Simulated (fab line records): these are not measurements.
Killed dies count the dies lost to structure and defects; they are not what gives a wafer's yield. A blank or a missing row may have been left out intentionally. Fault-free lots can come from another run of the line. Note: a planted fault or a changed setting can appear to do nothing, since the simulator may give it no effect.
Matching of chambers	flow sfqLine	4 sister chambers for SFQ_TRILAYER_I7_CMP_CMP_184 on cmp-02
The step polishes SiO2. 7 wafers are shown with their chamber, then 8 later ones without.

## WAFERS, EACH WITH ITS CHAMBER
wafer	chamber	motorCurrentA (A)	timeToEndpointS (s)
L336.6	2	11.6	211
L338.1	1	9.7	225
L340.5	0	11.4	229
L344.3	0	11.0	217
L344.4	3	11.1	211
L344.6	3	10.8	206
L352.2	1	10.3	221

## WAFERS MISSING THEIR CHAMBER
wafer	motorCurrentA (A)	timeToEndpointS (s)
L352.4	11.5	221
L352.6	11.1	209
L353.1	10.7	208
L353.2	11.5	212
L353.3	11.2	216
L354.3	11.0	198
L354.4	11.3	218
L354.6	10.3	210

## CHAMBER TAKEN BY EACH
wafer	from the rows above	in truth
L352.4	can't be placed: 0 or 2 or 3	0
L352.6	can't be placed: 3 or 2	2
L353.1	3	3
L353.2	can't be placed: 2 or 3 or 0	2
L353.3	can't be placed: 0 or 2 or 3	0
L354.3	can't be placed: 3 or 2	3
L354.4	can't be placed: 0 or 2 or 3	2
L354.6	can't be placed: 3 or 1 or 0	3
Correct placement for 1 of the 8. These rows do not allow placing 7 (true chamber among the candidates in 7). Placed wrongly: 0.
How it was worked out, from the rows above alone: a wafer's distance from a chamber is the root of the sum, over the readings, of the square of ((its reading less the chamber's mean) divided by the reading's scatter). The wafer belongs to the nearest chamber; if the next one is less than 2 further off, it can't be placed. The mean given for a chamber averages the wafers shown for that chamber. The scatter: the root of (the sum of the squares of (reading less its chamber's mean) over the shown wafers, divided by (wafers less chambers)).
